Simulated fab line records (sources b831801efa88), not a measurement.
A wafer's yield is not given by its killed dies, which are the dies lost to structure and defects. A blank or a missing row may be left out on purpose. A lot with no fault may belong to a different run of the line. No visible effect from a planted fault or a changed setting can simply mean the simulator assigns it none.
Which of the tools did it?    flow sky130    Sampling: 11 lots, 33 wafers, 4 of 708 route steps

== WHAT THE GAUGES SHOWED, per wafer ==
SKY_POLY_CUT_CD_MEAS_08 targets a cd of 270 nm.
lot   measured      on         cd-nm (nm)
L157  day 25 01:29  cd-sem-01  269.7 268.9 268.8
L165  day 27 06:37  cd-sem-02  269.9 270.2 269.0
L168  day 28 07:22  cd-sem-02  264.1 268.3 257.6
L169  day 28 14:25  cd-sem-02  255.0 265.1 258.7
L170  day 28 20:22  cd-sem-02  267.8 269.7 268.0
L176  day 30 13:53  cd-sem-01  268.3 269.1 269.4
L175  day 30 18:04  cd-sem-02  270.4 270.4 268.2
L177  day 31 00:47  cd-sem-01  270.3 270.3 270.7
L178  day 31 16:13  cd-sem-02  268.0 268.2 268.8
L179  day 32 01:12  cd-sem-02  270.2 269.5 267.9
L180  day 32 13:07  cd-sem-01  272.1 273.2 272.1

== WHICH TOOL RAN EACH LOT (tool, then ch and the chambers of the sampled wafers, then the start) ==
lot   SKY_LDD_P_STRIP_10                    SKY_LDD_HVN_STRIP_09                  SKY_POLY_CUT_EXPOSE_05
L157  plasma-asher-03 ch 0,1, day 19 19:08  plasma-asher-02 ch 0,1, day 21 02:04  krf-scanner-01 ch 0, day 24 10:17
L165  plasma-asher-04 ch 0,1, day 22 05:37  plasma-asher-03 ch 0,1, day 23 11:56  krf-scanner-02 ch 0, day 26 15:53
L168  plasma-asher-03 ch 0,1, day 23 06:04  plasma-asher-01 ch 0,1, day 24 12:33  krf-scanner-02 ch 0, day 27 18:01
L169  plasma-asher-03 ch 0,1, day 23 14:13  plasma-asher-02 ch 0,1, day 24 19:31  krf-scanner-02 ch 0, day 28 00:10
L170  plasma-asher-01 ch 0,1, day 23 18:52  plasma-asher-01 ch 0,1, day 25 00:41  krf-scanner-01 ch 0, day 28 05:38
L176  plasma-asher-03 ch 1, day 25 18:07    plasma-asher-01 ch 0,1, day 26 23:21  krf-scanner-01 ch 0, day 30 00:28
L175  plasma-asher-03 ch 0,1, day 25 20:29  plasma-asher-02 ch 0,1, day 27 01:49  krf-scanner-02 ch 0, day 30 04:49
L177  plasma-asher-04 ch 0,1, day 26 04:44  plasma-asher-01 ch 0,1, day 27 09:54  krf-scanner-02 ch 0, day 30 11:07
L178  plasma-asher-04 ch 0,1, day 26 22:11  plasma-asher-02 ch 0,1, day 28 03:39  krf-scanner-02 ch 0, day 31 03:52
L179  plasma-asher-04 ch 0,1, day 27 06:44  plasma-asher-02 ch 0,1, day 28 11:57  krf-scanner-02 ch 0, day 31 12:11
L180  plasma-asher-03 ch 0,1, day 27 18:13  plasma-asher-02 ch 0,1, day 28 22:47  krf-scanner-02 ch 0, day 31 23:04
- SKY_LDD_P_STRIP_10: strips in O2/N2.
- SKY_LDD_HVN_STRIP_09: strips in O2/N2.
- SKY_POLY_CUT_EXPOSE_05: exposes mask NPCM, target cd 270 nm.

== AS READ BY THE TOOLS THEMSELVES (means over the sampled wafers that have a number; for cases with no such wafer, the mark the record gives instead) ==
SKY_LDD_P_STRIP_10.
lot   tool             drypump-motor-current-A (A)  n2-flow-sccm (sccm)  oes-product-au (a.u.)  strip-time-to-endpoint-s (s)
L157  plasma-asher-03  5.73                         300.1                0.715                  14.16
L165  plasma-asher-04  5.84                         299.9                0.719                  14.19
L168  plasma-asher-03  5.70                         299.9                0.719                  14.20
L169  plasma-asher-03  5.57                         299.5                0.714                  14.26
L170  plasma-asher-01  5.65                         300.0                0.723                  14.21
L176  plasma-asher-03  5.39                         299.5                0.719                  14.23
L175  plasma-asher-03  5.54                         299.9                0.716                  14.20
L177  plasma-asher-04  5.83                         300.2                0.716                  14.20
L178  plasma-asher-04  5.83                         300.8                0.712                  14.25
L179  plasma-asher-04  5.83                         298.6                0.716                  14.24
L180  plasma-asher-03  5.72                         300.3                0.712                  14.20

SKY_LDD_HVN_STRIP_09.
lot   tool             drypump-motor-current-A (A)  n2-flow-sccm (sccm)  oes-product-au (a.u.)  strip-time-to-endpoint-s (s)
L157  plasma-asher-02  5.79                         299.8                0.408                  4.159
L165  plasma-asher-03  5.69                         299.5                0.409                  4.138
L168  plasma-asher-01  5.58                         299.7                0.412                  4.133
L169  plasma-asher-02  5.69                         300.2                0.408                  4.135
L170  plasma-asher-01  5.66                         300.7                0.413                  4.139
L176  plasma-asher-01  5.57                         299.9                0.407                  4.148
L175  plasma-asher-02  5.78                         300.0                0.411                  4.146
L177  plasma-asher-01  5.68                         299.5                0.411                  4.140
L178  plasma-asher-02  5.77                         299.1                0.408                  4.148
L179  plasma-asher-02  5.70                         300.2                0.407                  4.140
L180  plasma-asher-02  5.67                         299.8                0.410                  4.135

SKY_POLY_CUT_EXPOSE_05.
lot   tool            exposure-dose-mJ-cm2
L157  krf-scanner-01  31.995
L165  krf-scanner-02  31.928
L168  krf-scanner-02  32.364
L169  krf-scanner-02  32.271
L170  krf-scanner-01  31.988
L176  krf-scanner-01  31.973
L175  krf-scanner-02  31.957
L177  krf-scanner-02  31.983
L178  krf-scanner-02  31.982
L179  krf-scanner-02  31.950
L180  krf-scanner-02  31.987

== THE ANSWER, worked out from the rows above alone ==
Rule: usual is defined by the lots themselves. Put in order of their means at a reading, lots are off if they are a third of the lots or fewer, leave a main group of 4 or more, and stand apart from it by a gap of 3 or more times the standard deviation of the main group's means; of several such gaps the widest counts. Not used: any main group whose means are identical at the precision the tables above print for the reading. A lot without any number at a reading at which 4 lots or more have one is off too. The other lots that the step has rows for count as sound. Order of review: gauges by route order, followed by the tools' own readings, for which a lot's mean as printed above is used. The first step at which some lot is off is used, and at that step the reading that is off furthest; a lot without a number counts as furthest.
Off: L168, L169, at SKY_POLY_CUT_CD_MEAS_08 (cd-nm). For the main group the mean is 269.6 nm and the standard deviation 1.2.
If a tool, at a process step before that reading, ran all the lots that are off and no sound lot after the first of them, it fits. The gauges at SKY_POLY_CUT_CD_MEAS_08 aren't tried: what is off there is off at SKY_POLY_CUT_EXPOSE_05 too, on other tools, and a gauge's error can't cause that. Of those tried, none fits.

== WHAT THE SIMULATOR PUT IN ==
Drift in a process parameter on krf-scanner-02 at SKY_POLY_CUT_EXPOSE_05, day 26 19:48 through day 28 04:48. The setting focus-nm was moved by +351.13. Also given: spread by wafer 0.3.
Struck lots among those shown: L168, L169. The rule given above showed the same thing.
